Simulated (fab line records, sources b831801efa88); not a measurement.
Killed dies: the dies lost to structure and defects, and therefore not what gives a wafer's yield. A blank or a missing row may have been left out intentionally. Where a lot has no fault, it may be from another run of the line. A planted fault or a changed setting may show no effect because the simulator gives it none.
Chamber matching    flow sky130    SKY_METAL3_ETCH_17 on rie_diel-04 has 4 sister chambers
The step etches SiO2 in C4F8/O2/Ar, stops on TiN, time 3.9 s, target depth 15 nm. 8 wafers are shown with their chamber, then 11 later ones without.

== WAFERS PAIRED WITH THEIR CHAMBERS ==
wafer   chamber  oes_product_au (a.u.)
L076.3  1        0.749
L080.1  1        0.744
L086.1  2        0.749
L087.4  2        0.756
L089.1  3        0.761
L089.2  0        0.757
L089.3  0        0.750
L089.4  3        0.763

== WAFERS WHOSE CHAMBER IS MISSING ==
wafer   oes_product_au (a.u.)
L089.5  0.768
L089.6  0.762
L091.3  0.748
L091.4  0.761
L091.6  0.756
L093.1  0.753
L093.2  0.750
L093.6  0.758
L097.2  0.760
L097.4  0.762
L097.5  0.763

== CHAMBER TAKEN BY EACH ==
wafer    from the rows above                 in truth
L089.5   3                                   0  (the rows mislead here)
L089.6   3                                   3
L091.3   can't be placed: 1 or 2 or 0        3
L091.4   can't be placed: 3 or 0 or 2        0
L091.6   can't be placed: 0 or 2 or 3 or 1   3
L093.1   can't be placed: 0 or 2 or 1        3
L093.2   can't be placed: 2 or 0 or 1        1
L093.6   can't be placed: 3 or 0 or 2 or 1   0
L097.2   can't be placed: 3 or 0 or 2        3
L097.4   3                                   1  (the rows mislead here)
L097.5   3                                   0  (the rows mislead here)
1 of 11 placed correctly. Not placeable from these rows: 7 (in 5, the candidates include the true chamber). Wrongly placed: 3.
How it was worked out, from the rows above alone: a wafer's distance from a chamber is the root of the sum, over the readings, of the square of ((its reading less the chamber's mean) divided by the reading's scatter). The wafer belongs to the nearest chamber; if the next one is less than 2 further off, it can't be placed. For every chamber, the mean is computed from those of its wafers that are shown. The scatter: the root of (the sum of the squares of (reading less its chamber's mean) over the shown wafers, divided by (wafers less chambers)).
